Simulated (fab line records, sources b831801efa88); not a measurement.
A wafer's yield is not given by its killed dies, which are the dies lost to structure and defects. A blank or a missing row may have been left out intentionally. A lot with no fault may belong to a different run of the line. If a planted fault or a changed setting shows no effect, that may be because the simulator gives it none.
Which tool did it? + flow gf180mcu + 12 lots with 36 wafers sampled at 5 steps, on a route of 602 steps

## WHAT THE GAUGES SHOWED, per wafer
GF_STI_THK_MEAS_22.
| lot  | measured    | on            | STI_OXIDATION_01_THK (nm) |
|------|-------------|---------------|---------------------------|
| L497 | day 2 16:11 | film_metro-02 | 14.9 15.0 14.8            |
| L499 | day 3 01:44 | film_metro-03 | 14.7 14.9 14.8            |
| L500 | day 3 06:58 | film_metro-03 | 14.7 14.9 15.1            |
| L501 | day 3 09:32 | film_metro-02 | 14.6 14.9 15.0            |
| L502 | day 3 17:29 | film_metro-01 | 14.8 15.1 15.0            |
| L503 | day 4 00:06 | film_metro-03 | 15.0 14.9 14.7            |
| L504 | day 4 02:37 | film_metro-02 | 14.9 15.1 14.9            |
| L507 | day 4 18:29 | film_metro-01 | 14.9 15.1 15.1            |
| L514 | day 6 05:20 | film_metro-03 | 19.3 19.2 19.4            |
| L515 | day 6 09:59 | film_metro-03 | 19.5 19.4 19.5            |
| L516 | day 6 15:22 | film_metro-02 | 18.9 19.0 18.7            |
| L518 | day 7 01:17 | film_metro-03 | 14.8 14.8 14.8            |

GF_NWELL_TW_MEAS_11.
| lot  | measured    | on            | NWELL_TW       |
|------|-------------|---------------|----------------|
| L497 | day 3 18:50 | film_metro-02 | 1553 1556 1564 |
| L499 | day 4 12:04 | film_metro-04 | 1582 1587 1571 |
| L500 | day 4 15:17 | film_metro-02 | 1555 1551 1552 |
| L501 | day 4 19:14 | film_metro-03 | 1569 1567 1563 |
| L502 | day 5 02:37 | film_metro-02 | 1572 1564 1556 |
| L503 | day 5 09:28 | film_metro-04 | 1585 1592 1595 |
| L504 | day 5 13:57 | film_metro-02 | 1565 1559 1560 |
| L507 | day 6 03:14 | film_metro-02 | 1570 1576 1565 |
| L514 | day 7 15:19 | film_metro-03 | 1573 1573 1566 |
| L515 | day 7 21:32 | film_metro-03 | 1575 1574 1573 |
| L516 | day 8 03:30 | film_metro-03 | 1565 1570 1572 |
| L518 | day 8 11:31 | film_metro-04 | 1600 1592 1586 |

GF_DUAL_GATE_THK_MEAS_03.
| lot  | measured     | on            | DUAL_GATE_OXIDATION_00_THK (nm) |
|------|--------------|---------------|---------------------------------|
| L497 | day 8 06:06  | film_metro-03 | 10.80 11.02 10.80               |
| L499 | day 9 02:59  | film_metro-02 | 10.89 10.87 10.97               |
| L500 | day 9 06:22  | film_metro-03 | 10.66 10.72 10.73               |
| L501 | day 9 11:35  | film_metro-01 | 10.91 10.85 10.97               |
| L502 | day 9 21:22  | film_metro-02 | 11.11 11.44 11.43               |
| L503 | day 10 08:41 | film_metro-01 | 11.09 11.22 11.37               |
| L504 | day 10 14:12 | film_metro-03 | 11.12 11.11 11.09               |
| L507 | day 11 02:44 | film_metro-02 | 11.50 11.47 11.53               |
| L514 | day 12 21:44 | film_metro-02 | 10.83 10.96 10.95               |
| L515 | day 13 05:43 | film_metro-01 | 10.37 10.45 10.51               |
| L516 | day 13 13:37 | film_metro-02 | 10.74 10.93 10.59               |
| L518 | day 14 00:22 | film_metro-03 | 10.82 10.74 10.88               |

## WHAT TOOL EACH LOT RAN ON (gives the tool, then ch and the chambers of the sampled wafers, and finally the start)
| lot  | GF_STI_ETCH_13                    | GF_STI_OXIDATION_21          |
|------|-----------------------------------|------------------------------|
| L497 | rie_diel-02 ch 0,1,2, day 2 14:26 | furnace-01 ch 0, day 2 15:03 |
| L499 | rie_diel-03 ch 0,1,3, day 2 23:58 | furnace-02 ch 0, day 3 00:35 |
| L500 | rie_diel-01 ch 0,1,2, day 3 05:13 | furnace-02 ch 0, day 3 05:50 |
| L501 | rie_diel-03 ch 1,2, day 3 07:47   | furnace-02 ch 0, day 3 08:24 |
| L502 | rie_diel-02 ch 0,2,3, day 3 12:56 | furnace-01 ch 0, day 3 16:21 |
| L503 | rie_diel-02 ch 0,1,3, day 3 18:07 | furnace-01 ch 0, day 3 22:58 |
| L504 | rie_diel-03 ch 0,1,3, day 3 23:04 | furnace-01 ch 0, day 4 01:29 |
| L507 | rie_diel-03 ch 1,2, day 4 16:44   | furnace-01 ch 0, day 4 17:20 |
| L514 | rie_diel-02 ch 2,3, day 6 03:37   | furnace-01 ch 0, day 6 04:13 |
| L515 | rie_diel-02 ch 0,3, day 6 08:13   | furnace-01 ch 0, day 6 08:49 |
| L516 | rie_diel-03 ch 0,2, day 6 13:38   | furnace-01 ch 0, day 6 14:15 |
| L518 | rie_diel-03 ch 0,3, day 6 23:32   | furnace-02 ch 0, day 7 00:09 |
- GF_STI_ETCH_13: etches the open film in CHF3/O2, stops on Si, target depth 282.31 nm, time 112.9 s.
- GF_STI_OXIDATION_21: stabilise 600 s, purge 300 s, target thk 15 nm.

## AS READ BY THE TOOLS THEMSELVES (means over the sampled wafers that have a number; for cases with no such wafer, the mark the record gives instead)
GF_STI_ETCH_13.
| lot  | tool        | bias_w (W) | drypump_motor_current_A (A) | oes_product_au (a.u.) | throttle_valve_pct (%) |
|------|-------------|------------|-----------------------------|-----------------------|------------------------|
| L497 | rie_diel-02 | 199.7      | 5.8                         | 0.827                 | 8.815                  |
| L499 | rie_diel-03 | 199.4      | 5.7                         | 0.832                 | 8.812                  |
| L500 | rie_diel-01 | 200.1      | 5.5                         | 0.833                 | 8.812                  |
| L501 | rie_diel-03 | 200.1      | 6.3                         | 0.829                 | 8.809                  |
| L502 | rie_diel-02 | 200.3      | 5.8                         | 0.828                 | 8.815                  |
| L503 | rie_diel-02 | 199.7      | 6.1                         | 0.822                 | 8.805                  |
| L504 | rie_diel-03 | 200.7      | 5.8                         | 0.833                 | 8.811                  |
| L507 | rie_diel-03 | 200.2      | 6.1                         | 0.832                 | 8.807                  |
| L514 | rie_diel-02 | 199.8      | 5.7                         | 0.830                 | 8.818                  |
| L515 | rie_diel-02 | 199.4      | 6.0                         | 0.827                 | 8.806                  |
| L516 | rie_diel-03 | 199.9      | 6.2                         | 0.836                 | 8.812                  |
| L518 | rie_diel-03 | 199.8      | 5.7                         | 0.838                 | 8.812                  |

GF_STI_OXIDATION_21.
| lot  | tool       | spike_tc_bottom_C (C) | spike_tc_centre_C (C) | spike_tc_lower_C (C) | spike_tc_top_C (C) | spike_tc_upper_C (C) | tube_center_temp_C (C) | tube_center_temp_C_max | zone_power_centre_pct (%) |
|------|------------|-----------------------|-----------------------|----------------------|--------------------|----------------------|------------------------|------------------------|---------------------------|
| L497 | furnace-01 | 1024                  | 999.1                 | 998.6                | 1011.8             | 999.0                | 1000                   | 1002.4                 | 26.1                      |
| L499 | furnace-02 | 1016                  | 1001.1                | 1000.9               | 1013.6             | 997.9                | 1000                   | 1002.5                 | 25.5                      |
| L500 | furnace-02 | 1015                  | 1002.4                | 1000.4               | 1013.8             | 998.4                | 1000                   | 1002.6                 | 25.7                      |
| L501 | furnace-02 | 1016                  | 999.9                 | 999.7                | 1014.2             | 999.4                | 1000                   | 1002.5                 | 25.3                      |
| L502 | furnace-01 | 1024                  | 998.8                 | 998.9                | 1010.9             | 997.0                | 1000                   | 1002.9                 | 26.3                      |
| L503 | furnace-01 | 1023                  | 999.4                 | 999.9                | 1010.4             | 998.6                | 1000                   | 1002.6                 | 26.0                      |
| L504 | furnace-01 | 1023                  | 999.0                 | 1000.3               | 1011.2             | 998.8                | 1000                   | 1002.2                 | 26.1                      |
| L507 | furnace-01 | 1024                  | 998.8                 | 998.7                | 1012.2             | 999.4                | 1000                   | 1002.6                 | 26.1                      |
| L514 | furnace-01 | 1055                  | 1031.5                | 1030.8               | 1041.9             | 1030.3               | 1031                   | 1033.9                 | 28.2                      |
| L515 | furnace-01 | 1054                  | 1030.2                | 1030.5               | 1042.3             | 1030.3               | 1031                   | 1033.9                 | 28.5                      |
| L516 | furnace-01 | 1055                  | 1031.1                | 1030.9               | 1042.5             | 1031.1               | 1032                   | 1034.1                 | 28.4                      |
| L518 | furnace-02 | 1015                  | 1000.4                | 1001.1               | 1014.1             | 997.8                | 1000                   | 1002.3                 | 25.4                      |

## THE ANSWER, worked out from the rows above alone
Rule: the usual values come from the lots themselves. The widest of any qualifying gaps counts: lots, ordered by their means at a reading, are off when they make up no more than a third of the lots, leave a main group of 4 or more, and stand apart from it by 3 or more times the standard deviation of that group's means. The tables above print the reading to a certain number of digits; a main group whose means all agree to those digits is not used. Also off: a lot with no number at a reading for which 4 or more lots have one. Any other lot the step has rows for is counted as sound. After the gauges, taken in route order, come the tools' own readings; for these a lot's mean is taken, as printed above. The first step at which some lot is off is used, and at that step the reading that is off furthest; a lot without a number counts as furthest.
Off: L514, L515, L516, at GF_STI_THK_MEAS_22 (STI_OXIDATION_01_THK). The main group: mean 14.9 nm, standard deviation 0.076.
If a tool, at a process step before that reading, ran all the lots that are off and no sound lot after the first of them, it fits. Not tried: the gauges at GF_STI_THK_MEAS_22; whatever is off there is also off at GF_STI_OXIDATION_21, on other tools, and gauge error can't account for it. One fits: GF_STI_OXIDATION_21 on furnace-01. A fault onset in the window from L507 (day 4 17:20, its last sound lot) to L514 (day 6 04:13, its first lot off) fits.
The tool's own readings at GF_STI_OXIDATION_21 bear it out: on the lots that are off they differ by more than 5 times the standard deviation of the sound lots' means. spike_tc_bottom_C reads 1055 C there against 1020 C on the sound lots; spike_tc_centre_C reads 1030.9 C there against 999.9 C on the sound lots; spike_tc_lower_C reads 1030.7 C there against 999.8 C on the sound lots; spike_tc_top_C reads 1042.2 C there against 1012.5 C on the sound lots; spike_tc_upper_C reads 1030.6 C there against 998.5 C on the sound lots; tube_center_temp_C reads 1031 C there against 1000 C on the sound lots; tube_center_temp_C_max reads 1034.0 there against 1002.5 on the sound lots; zone_power_centre_pct reads 28.4 % there against 25.8 % on the sound lots.

## WHAT THE SIMULATOR PUT IN
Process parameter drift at GF_STI_OXIDATION_21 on furnace-01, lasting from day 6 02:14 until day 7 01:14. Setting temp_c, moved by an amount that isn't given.
Shown lots that were struck: L514, L515, L516. The same result came from the rule above.
